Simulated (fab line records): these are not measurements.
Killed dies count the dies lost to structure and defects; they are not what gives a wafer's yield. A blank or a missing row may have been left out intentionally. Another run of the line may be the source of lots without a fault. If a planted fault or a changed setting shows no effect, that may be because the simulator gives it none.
Which of the tools did it?	flow sfq-line	15 lots with 44 wafers sampled at 4 steps, on a route of 325 steps

== WHAT THE GAUGES READ, wafer by wafer ==
SFQ_I6_BOW_MEAS_941.
lot	measured	on	I6_BOW (um)
L694	day 64 08:02	film-metro-03	-14 -17 -8
L695	day 64 09:04	film-metro-04	2 5 3
L696	day 64 14:02	film-metro-03	-9 -14 -4
L698	day 64 20:02	film-metro-04	24 15 6
L699	day 69 06:11	film-metro-03	-3 -5 4
L700	day 69 14:16	film-metro-02	-11 -16 -6
L701	day 69 17:16	film-metro-04	-3 -2 -6
L702	day 70 16:55	film-metro-02	-4 -4 -7
L703	day 71 06:43	film-metro-04	10 16 6
L704	day 71 14:03	film-metro-04	-1 -3 -5
L705	day 71 16:27	film-metro-03	-3 12 18
L711	day 72 09:17	film-metro-03	6 -6
L713	day 72 14:13	film-metro-03	12 6 14
L715	day 72 17:10	film-metro-03	19 13 -1
L716	day 72 19:10	film-metro-02	-3 5 -1

SFQ_I6_OVL_MEAS_942.
lot	measured	on	I6_OVL (nm)
L694	day 69 02:43	overlay-02	3 -2 6
L695	day 69 06:14	overlay-01	-2 -4 -2
L696	day 69 12:14	overlay-02	-2 11 3
L698	day 69 21:50	overlay-01	-6 -9 -8
L699	day 73 16:42	overlay-01	-2 -3 -3
L700	day 73 23:54	overlay-01	7 4 3
L701	day 74 04:42	overlay-01	10 3 1
L702	day 75 11:50	overlay-02	8 3 6
L703	day 76 04:38	overlay-02	0 -2 3
L704	day 76 11:51	overlay-01	-7 -10 -8
L705	day 76 14:15	overlay-01	-1 -4 4
L711	day 77 06:43	overlay-01	11 7
L713	day 77 12:42	overlay-01	6 8 9
L715	day 77 16:17	overlay-01	-1 6 2
L716	day 77 19:54	overlay-01	-3 -14 -1

SFQ_I7_OVL_MEAS_947.
lot	measured	on	I7_OVL (nm)
L694	day 73 22:42	overlay-02	-5 -10 -13
L695	day 74 03:31	overlay-02	-16 -7 -6
L696	day 74 05:54	overlay-02	1 -3 -2
L698	day 75 02:14	overlay-02	-1 2 0
L699	day 80 00:29	overlay-02	-2 1 3
L700	day 80 01:41	overlay-01	0 3 1
L701	day 80 06:29	overlay-02	5 5 1
L702	day 80 16:05	overlay-01	-7 -5 -6
L703	day 80 23:17	overlay-01	-4 0 2
L704	day 81 01:42	overlay-02	-3 -7 -3
L705	day 81 06:30	overlay-01	2 3 0
L711	day 82 16:07	overlay-01	-5 3
L713	day 83 01:43	overlay-01	-10 -9 -2
L715	day 83 07:55	overlay-01	9 5 6
L716	day 83 11:31	overlay-01	-3 -7 -5

== TOOL THAT RAN EACH LOT (tool first, then ch and the chambers of the sampled wafers, then the start) ==
lot	SFQ_TRILAYER_M6_BARC_OPEN_METAL_ETCH_206
L694	rie-metal-01 ch 0,1, day 63 15:40
L695	rie-metal-03 ch 0, day 63 17:55
L696	rie-metal-03 ch 0,1, day 64 00:43
L698	rie-metal-03 ch 0,1, day 64 05:31
L699	rie-metal-04 ch 0,1, day 69 01:33
L700	rie-metal-03 ch 0, day 69 07:28
L701	rie-metal-04 ch 0,1, day 69 11:04
L702	rie-metal-04 ch 0,1, day 70 12:16
L703	rie-metal-04 ch 0,1, day 71 02:40
L704	rie-metal-03 ch 0,1, day 71 09:59
L705	rie-metal-04 ch 0,1, day 71 12:23
L711	rie-metal-03 ch 0,1, day 72 05:13
L713	rie-metal-03 ch 0,1, day 72 10:08
L715	rie-metal-01 ch 0,1, day 72 12:31
L716	rie-metal-03 ch 0,1, day 72 13:43
- SFQ_TRILAYER_M6_BARC_OPEN_METAL_ETCH_206: etches BARC in O2, target depth 125 nm, time 41.7 s.

== AS READ BY THE TOOLS THEMSELVES (means over the sampled wafers that have a number; for cases with no such wafer, the mark the record gives instead) ==
SFQ_TRILAYER_M6_BARC_OPEN_METAL_ETCH_206.
lot	tool	bias-w (W)	drypump-motor-current-A (A)	he-backside-leak-sccm (sccm)	oes-product-au (a.u.)	run-length-s (s)
L694	rie-metal-01	79.78	5.5	3.53	0.684	70.4
L695	rie-metal-03	79.45	6.2	3.66	0.683	70.1
L696	rie-metal-03	80.20	6.5	3.51	0.686	69.9
L698	rie-metal-03	80.22	6.5	3.68	0.683	70.0
L699	rie-metal-04	79.53	5.7	3.40	0.686	70.1
L700	rie-metal-03	80.25	6.2	3.58	0.683	70.4
L701	rie-metal-04	79.91	5.6	3.36	0.688	69.5
L702	rie-metal-04	79.92	5.6	3.34	0.683	70.1
L703	rie-metal-04	80.07	5.6	3.60	0.685	69.8
L704	rie-metal-03	80.06	6.5	3.35	0.686	70.1
L705	rie-metal-04	79.94	5.7	3.34	0.682	70.0
L711	rie-metal-03	80.31	6.4	3.60	0.764	65.1
L713	rie-metal-03	80.19	6.5	3.41	0.735	66.6
L715	rie-metal-01	80.03	5.5	3.48	0.684	70.1
L716	rie-metal-03	79.96	6.3	3.56	0.793	63.2

== THE ANSWER, worked out from the rows above alone ==
Rule: usual is defined by the lots themselves. The widest of any qualifying gaps counts: lots, ordered by their means at a reading, are off when they make up no more than a third of the lots, leave a main group of 4 or more, and stand apart from it by 3 or more times the standard deviation of that group's means. A main group is skipped when, at the precision printed for the reading in the tables above, its means are all equal. A lot without any number at a reading at which 4 lots or more have one is off too. All remaining lots with rows at the step are treated as sound. The gauges are gone through in route order, then the tools' own readings, and for those a lot's mean is taken as printed above. At the first step where some lot is off, the reading lying furthest off is the one used; lots without a number count as furthest.
Off: L711, L713, L716, at SFQ_TRILAYER_M6_BARC_OPEN_METAL_ETCH_206 (oes-product-au). Mean 0.684 a.u. and standard deviation 0.0017 in the main group.
A tool fits if, at that step or a process step before it, it ran every lot that is off, and no sound lot after the first of them. One fits: SFQ_TRILAYER_M6_BARC_OPEN_METAL_ETCH_206 on rie-metal-03. A fault onset in the window from L704 (day 71 09:59, its last sound lot) to L711 (day 72 05:13, its first lot off) fits.
The tool's own readings at SFQ_TRILAYER_M6_BARC_OPEN_METAL_ETCH_206 bear it out: on the lots that are off they differ by more than 5 times the standard deviation of the sound lots' means. oes-product-au reads 0.764 a.u. there against 0.684 a.u. on the sound lots; run-length-s reads 65.0 s there against 70.0 s on the sound lots.

== WHAT THE SIMULATOR HAD INSERTED ==
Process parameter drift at SFQ_TRILAYER_M6_BARC_OPEN_METAL_ETCH_206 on rie-metal-03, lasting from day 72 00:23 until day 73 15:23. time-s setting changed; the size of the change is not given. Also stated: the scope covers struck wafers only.
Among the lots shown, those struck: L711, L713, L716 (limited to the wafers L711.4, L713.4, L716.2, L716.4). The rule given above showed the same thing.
